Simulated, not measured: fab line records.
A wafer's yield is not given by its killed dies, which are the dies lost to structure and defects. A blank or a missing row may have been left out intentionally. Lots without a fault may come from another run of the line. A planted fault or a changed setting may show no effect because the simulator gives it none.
Problem report, 8D (eight disciplines) form, completed by code	flow gf180mcu	the parts of the form that need people (team, actions taken, sign-off) are left out

## 1. PROBLEM STATEMENT
V3_CVD_02_THK at GF_V3_THK_MEAS_03 reads a mean of 926 nm on 3 wafers of 2 lots; wafers without a fault read 851 nm with a standard deviation of 11. That puts it +6.8 standard deviations away from the usual mean.
The first sign was on wafer L948.1 at day 25 02:25, on film_metro-04. At this step, 36 wafers from 12 lots have a number in the record. The rule behind "out" and "out of limits": a value lying over 4 standard deviations away from the usual mean. All remaining wafers that have a number are taken as sound.

## 2. WHAT IT IS AND WHAT IT IS NOT
question	is	is not
which readings at this step	V3_CVD_02_THK	-
which lots	L948, L950	L940, L942, L943, L944, L945, L946, L957, L959, L960, L961
which wafers of those lots	L948.1, L950.1, L950.4	L948.2, L948.5, L950.6
read on which gauges	film_metro-02, film_metro-04	film_metro-01
when	from day 25 02:25	up to then (20 sound wafers); but 13 sound wafers of L950, L957, L959, L960, L961 came after

## 3. WHAT RULES OUT EACH SUSPECT
Counting: any tool at a process step up to the reading remains a suspect provided it ran every lot that is out. Sound lots after the first of them don't rule it out here, since some wafers of a struck lot are sound.
- ruled out: the gauge at GF_V3_THK_MEAS_03. Those wafers that are out were read across 2 gauges (film_metro-02, film_metro-04).
- pecvd-02 at GF_V3_CVD_02 (deposits SiO2 from TEOS, target thk 850 nm, time 94.851 s): kept. Ran every lot that is out, first one L948 (day 25 02:20); last sound lot up to then L945 (day 24 11:21).
- Within pecvd-02 at GF_V3_CVD_02: the wafers that are out ran in chambers 0, 1; their sound lot-mates ran in chamber 2.
Remaining after the count: pecvd-02 at GF_V3_CVD_02.

## 4. THE CAUSE (what the simulator had put in)
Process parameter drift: pecvd-02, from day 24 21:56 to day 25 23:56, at GF_V3_CVD_02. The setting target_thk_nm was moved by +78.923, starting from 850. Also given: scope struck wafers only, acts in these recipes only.
This tool alone remained once counting was done.

## 5. SEQUENCE OF EFFECTS, ordered by route
Each row: a reading where the mean over the struck wafers with a number is more than 3 standard deviations away from the usual. Only readings whose record carries a usual standard deviation are examined. hours: median over the lots of the time between each lot's start at the first step of this table that gives one and its start at this step. sigmas: the change, counted in usual standard deviations.
hours	step	reading	usual	on struck wafers	change	sigmas
0	GF_V3_THK_MEAS_03	V3_CVD_02_THK	851 nm	926	+75	+6.8
2	GF_V3_CMP_04	time_to_endpoint_s	81 s	106	+25	+4.7
Its process steps:
- GF_V3_CMP_04: polishes SiO2.
Later measuring or inspecting steps at which every struck wafer that the step has a row for has a number for every such reading, and none has moved that far: GF_M4_RS_MEAS_05.

## 6. WHAT WOULD HAVE CAUGHT IT SOONER
In this record the first reading out of limits at a measuring or inspecting step was taken at day 25 02:25, 4 hours after the fault began at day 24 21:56.
An alarm limit of 4 standard deviations would not have fired on the tool readings at GF_V3_CVD_02 for which the record gives a usual standard deviation, since none of them was out on any struck wafer.
Lots out: 2; of these, L950 started GF_V3_CVD_02 on pecvd-02 after day 25 02:25. Had the tool been put on hold then, it would have been spared.
